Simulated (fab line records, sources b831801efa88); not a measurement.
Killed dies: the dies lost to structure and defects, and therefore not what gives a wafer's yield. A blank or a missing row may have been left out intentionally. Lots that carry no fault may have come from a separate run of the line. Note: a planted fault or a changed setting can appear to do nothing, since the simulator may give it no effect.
Chamber matching + flow gf180mcu + pecvd-02 running GF_MIM_CVD_05: 3 sister chambers
The step deposits Si3N4, target thk 42 nm, time 29.086 s. 3 wafers are shown with their chamber, then 7 later ones without.

== WAFERS, EACH WITH ITS CHAMBER ==
| wafer  | chamber | heater power w (W) |
|--------|---------|--------------------|
| L618.3 | 2       | 690                |
| L628.2 | 1       | 673                |
| L628.3 | 0       | 762                |

== WAFERS WITHOUT THEIR CHAMBER ==
| wafer  | heater power w (W) |
|--------|--------------------|
| L628.4 | 669                |
| L633.2 | 854                |
| L633.3 | 690                |
| L633.6 | 707                |
| L634.2 | 811                |
| L634.3 | 685                |
| L634.6 | 705                |

== WHICH CHAMBER EACH WENT THROUGH ==
| wafer  | from the rows above          | in truth |
|--------|------------------------------|----------|
| L628.4 | can't be placed: 1 or 2      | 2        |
| L633.2 | can't be placed: 0 or 2      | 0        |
| L633.3 | can't be placed: 2 or 1 or 0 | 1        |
| L633.6 | can't be placed: 2 or 1 or 0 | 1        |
| L634.2 | can't be placed: 0 or 2      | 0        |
| L634.3 | can't be placed: 2 or 1 or 0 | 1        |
| L634.6 | can't be placed: 2 or 1 or 0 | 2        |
Correctly placed: 0 of 7. Can't be placed from these rows: 7 (the true chamber is among the candidates in 7). Wrongly placed: 0.
How it was worked out, from the rows above alone: a wafer's distance from a chamber is the root of the sum, over the readings, of the square of ((its reading less the chamber's mean) divided by the reading's scatter). If the next closest chamber is less than 2 further off than the closest, the wafer can't be placed; otherwise it belongs to the closest. The mean given for a chamber averages the wafers shown for that chamber. The scatter (one wafer shown for each chamber): square how far every hidden wafer sits from the nearest shown wafer, average those squares and take the square root.
